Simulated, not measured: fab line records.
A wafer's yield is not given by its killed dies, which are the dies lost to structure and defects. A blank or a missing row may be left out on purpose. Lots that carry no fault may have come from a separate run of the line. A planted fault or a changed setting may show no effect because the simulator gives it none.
A lot that was struck, set against a sound lot | flow sky130 | 16 steps out of a route of 708
Sound: the wafers L169.1, L169.4, L169.5. Struck: wafers L170.1, L170.6 (left out: L170.4, a lot-mate that was not struck); the cause follows at the end.
Each step with rows lists, per side, the tool, then ch with its chambers, then its first start. Under that, the readings that differ: sound wafers | struck wafers | difference of the means | sigmas: that difference in standard deviations of wafers without a fault.
alike: readings with means less than 2 such deviations apart, plus words and numbers identical on both sides. not compared: withheld readings, readings lacking a value on some wafer, bounds such as >300 that could conceal the same value, and numbers that have no deviation in the record and whose values overlap.
A row with sigmas, a row that says differs or no value, or rows on one side alone: a step with any of these is where the two part. Numbers that have no deviation but don't overlap get no sigmas and don't part them. Lack of a reading on every wafer of one side parts them only where that side has two or more wafers.

SKY_METAL5_SPUTTER_03: material Ti, target thk 5 nm, time 3.3 s.
  sound: pvdSputter-04 at day 43 19:56; struck: pvdSputter-01 at day 44 05:47
  alike: throttleValvePct
SKY_METAL5_SPUTTER_04: material TiN, target thk 70 nm, time 58.3 s.
  sound: pvdSputter-04 at day 43 19:56; struck: pvdSputter-01 at day 44 05:48
  alike: throttleValvePct
SKY_METAL5_RS_MEAS_05: a four-point-probe measurement.
  sound: filmMetro-02 at day 43 19:59; struck: filmMetro-01 at day 44 05:51
  alike: METAL5_ALCU_RS
SKY_METAL5_THK_MEAS_06: measures by xrf.
  sound: filmMetro-02 at day 43 20:07; struck: filmMetro-01 at day 44 05:58
  alike: METAL5_ALCU_THK
then, 7 steps without rows for these wafers: SKY_METAL5_DEHYDRATE_07 (time 60 s); SKY_METAL5_HMDS_08 (prime time 60 s); SKY_METAL5_COAT_09 (resist thk 1800 nm); SKY_METAL5_SOFTBAKE_10 (time 60 s); SKY_METAL5_EXPOSE_11 (exposes mask MM5, target cd 1600 nm); SKY_METAL5_PEB_12; SKY_METAL5_DEVELOP_13 (develop time 60 s).
SKY_METAL5_DESCUM_14: chemistry O2, time 11 s.
  sound on rieMetal-04 ch 1, day 44 18:44; struck on rieMetal-04 ch 0,1, day 45 04:34
  alike: drypumpMotorCurrentA, oesProductAu, tempC
  not compared: rfHoursCounterH
SKY_METAL5_METAL_ETCH_15: etches the open film in Cl2/BCl3, stops on SiO2, target depth 1260 nm, time 252 s.
  sound on rieMetal-04 ch 1, day 44 18:46; struck on rieMetal-04 ch 0,1, day 45 04:35
reading                                    | sound             | struck          | difference | sigmas
oesProductAu (a.u.)                        | 0.907 0.903 0.889 | 0.833 0.833     | -0.067     | -12
overEtchFrac                               | 0.2 0.2 0.2       | 0.35963 0.35963 | +0.15963   | 
model.NOVOLAK_of_METAL5_COAT_09.thkNm (nm) | 1027 1027 1021    | 932.6 961.2     | -78.1      | 
  alike: bcl3FlowSccm, drypumpMotorCurrentA, throttleValvePct
  not compared: rfHoursCounterH, model.SiO2_of_VIA4_HDPCVD_00.thkNm
SKY_METAL5_STRIP_16: strips in O2/N2.
  sound on plasmaAsher-03 ch 0, day 44 19:00; struck on plasmaAsher-02 ch 0,1, day 45 04:50
reading                  | sound             | struck      | difference | sigmas
stripTimeToEndpointS (s) | 12.98 12.97 12.92 | 11.95 12.29 | -0.84      | -7
  alike: drypumpMotorCurrentA, oesProductAu
  not compared: rfHoursCounterH
then, 1 step without rows for these wafers: SKY_METAL5_STRIP_17 (strips in post etch residue remover, time 1200 s).
SKY_PAD_OPEN_PROBE_99:
  only the struck wafers here have rows in the record (prober-01, day 47 02:15); the sound ones have none

== WHERE THEY PART ==
First at SKY_METAL5_METAL_ETCH_15; last, within this record, at SKY_PAD_OPEN_PROBE_99.

WHY: what the simulator had put in
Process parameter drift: rieMetal-04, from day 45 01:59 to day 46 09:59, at SKY_METAL5_METAL_ETCH_15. Setting overEtchFrac, moved by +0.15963, from 0.2. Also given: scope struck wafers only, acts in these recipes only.
